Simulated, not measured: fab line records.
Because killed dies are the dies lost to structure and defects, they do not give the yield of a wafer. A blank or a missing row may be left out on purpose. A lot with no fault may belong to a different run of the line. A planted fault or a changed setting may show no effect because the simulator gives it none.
A struck lot beside a sound one + flow sky130 + 15 steps out of a route of 708
Sound: the wafers L962.1, L962.4, L962.6. The struck wafers were L975.3, L975.5, L975.6. Last of all comes the cause.
At each step with rows: each side's tool, then ch and its chambers, then its first start. Under that, the readings that differ: sound wafers + struck wafers + difference of the means + sigmas: that difference in standard deviations of wafers without a fault.
alike: readings with means less than 2 such deviations apart, plus words and numbers identical on both sides. not compared: withheld readings, readings lacking a value on some wafer, bounds such as >300 that could conceal the same value, and numbers that have no deviation in the record and whose values overlap.
The two part at a step that has a row with sigmas, a row that says differs or no value, or rows on one side only. Non-overlapping numbers with no deviation appear without sigmas and do not part them. A reading missing from all wafers of one side parts the sides only when that side holds two or more wafers.

first, 5 steps without rows for these wafers: SKY_FIELD_ISO_WET_ETCH_28 (etches SiO2 in dHF, target depth 23.7 nm, time 47 s); SKY_FIELD_ISO_WET_ETCH_29 (etches Si3N4 in H3PO4, target depth 160 nm, time 1825 s); SKY_FIELD_ISO_WET_ETCH_30 (etches SiO2 in dHF, target depth 25 nm, time 50 s); SKY_NWELL_CLEAN_00 (cleans in SC1/SC2, time 150 s); SKY_NWELL_OXIDATION_01 (stabilise 600 s, purge 300 s, target thk 10 nm).
SKY_NWELL_THK_MEAS_02:
  sound on film metro-04, day 3 22:52; struck on film metro-02, day 6 04:46
  alike: NWELL_OXIDATION_THK
then, 6 steps without rows for these wafers: SKY_DNWELL_DEHYDRATE_00 (time 60 s); SKY_DNWELL_HMDS_01 (prime time 60 s); SKY_DNWELL_COAT_02 (resist thk 3000 nm); SKY_DNWELL_SOFTBAKE_03; SKY_DNWELL_EXPOSE_04 (exposes mask DNM, target cd 3000 nm); SKY_DNWELL_PEB_05.
SKY_DNWELL_DEVELOP_06: develop time 60 s.
  sound on litho track-03 ch 0, day 4 15:00; struck on litho track-02 ch 0, day 6 23:00
| reading              | sound             | struck            | difference | sigmas |
|----------------------|-------------------|-------------------|------------|--------|
| developer temp C (C) | 22.86 22.84 22.86 | 23.80 23.83 23.85 | +0.97      | +10    |
following that, these wafers have no rows for 1 step: SKY_DNWELL_IMPLANT_07.
-- the record jumps here: 43 days lie between the struck wafers' starts before and after (it left off in module DNWELL and takes up again in module PAD_OPEN, whose first step shown is number 708 of the route) --
SKY_PAD_OPEN_PROBE_99:
  sound on prober-01, day 47 13:36; struck on prober-02, day 49 14:11
  alike: killed_at_M0_to_M3, killed_at_M4_up, killed at contacts, killed at front end, killed at other, killed dies, killed open, killed short

## WHERE THEY PART
At SKY_DNWELL_DEVELOP_06 and nowhere else, as far as this record goes. Later steps at which nothing parts them and some readings are alike: SKY_PAD_OPEN_PROBE_99.

WHY: the cause the simulator had injected
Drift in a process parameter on litho track-02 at SKY_DNWELL_DEVELOP_06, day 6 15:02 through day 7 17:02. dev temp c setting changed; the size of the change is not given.
